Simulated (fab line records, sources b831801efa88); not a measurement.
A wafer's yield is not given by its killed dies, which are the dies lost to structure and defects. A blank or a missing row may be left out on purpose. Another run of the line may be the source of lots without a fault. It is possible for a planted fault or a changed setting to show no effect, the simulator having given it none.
Chamber matching | flow gf180mcu | GF_V1_CMP_26 on cmp-01: 4 sister chambers
The step polishes, stops on SiO2, t overpolish 15 s, target thk 0 nm. 16 wafers are shown with their chamber, then 8 later ones without.

## WAFERS PAIRED WITH THEIR CHAMBERS
wafer  | chamber | motorCurrentA (A) | timeToEndpointS (s) | overpolishRunS (s)
L205.3 | 2       | 10.8              | 85                  | 15.005
L205.5 | 1       | 9.5               | 85                  | 14.995
L205.6 | 2       | 10.8              | 86                  | 15.008
L206.2 | 1       | 9.4               | 85                  | 14.983
L206.3 | 0       | 11.0              | 88                  | 14.998
L206.5 | 0       | 11.6              | 90                  | 15.005
L207.4 | 0       | 11.7              | 84                  | 15.011
L207.5 | 2       | 11.4              | 84                  | 14.995
L207.6 | 3       | 11.1              | 81                  | 15.004
L209.1 | 3       | 11.2              | 83                  | 14.989
L209.5 | 3       | 11.1              | 83                  | 15.005
L209.6 | 2       | 11.7              | 89                  | 15.010
L218.1 | 2       | 10.7              | 91                  | 15.015
L218.3 | 1       | 9.6               | 85                  | 14.999
L218.4 | 3       | 11.7              | 81                  | 15.004
L221.3 | 2       | 10.5              | 87                  | 15.003

SIGNATURES, as means of the wafers listed above
reading         | chamber 0 | chamber 1 | chamber 2 | chamber 3 | scatter within a chamber
motorCurrentA   | 11.433    | 9.500     | 10.983    | 11.275    | 0.368
timeToEndpointS | 87.33     | 85.00     | 87.00     | 82.00     | 2.17
overpolishRunS  | 15.00467  | 14.99233  | 15.00600  | 15.00050  | 0.00726
Rule: for a wafer and a chamber, the distance is found by dividing, reading by reading, the gap between the wafer's reading and the chamber's mean by the reading's scatter, squaring, summing and taking the root. If the next closest chamber is less than 2 further off than the closest, the wafer can't be placed; otherwise it belongs to the closest. The scatter: take each reading less its chamber's mean, square it, sum over the shown wafers, divide by the number of wafers less the number of chambers, and take the root.

## WAFERS WITH NO CHAMBER GIVEN
wafer  | motorCurrentA (A) | timeToEndpointS (s) | overpolishRunS (s)
L221.4 | 12.5              | 85                  | 14.996
L221.5 | 11.0              | 91                  | 14.999
L225.1 | 11.3              | 89                  | 14.999
L225.3 | 11.0              | 80                  | 14.993
L225.5 | 11.1              | 90                  | 15.028
L227.1 | 11.1              | 85                  | 15.005
L227.3 | 11.0              | 87                  | 15.009
L227.5 | 12.4              | 83                  | 14.995

## EACH ONE'S CHAMBER
wafer  | from the rows above          | in truth
L221.4 | can't be placed: 0 or 3 or 2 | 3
L221.5 | can't be placed: 2 or 0      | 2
L225.1 | can't be placed: 0 or 2      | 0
L225.3 | 3                            | 3
L225.5 | can't be placed: 2 or 0 or 3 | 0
L227.1 | can't be placed: 2 or 0 or 3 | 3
L227.3 | can't be placed: 2 or 0      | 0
L227.5 | can't be placed: 3 or 0 or 2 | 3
Correct placement for 1 of the 8. These rows do not allow placing 7 (true chamber among the candidates in 7). Number placed wrongly: 0.
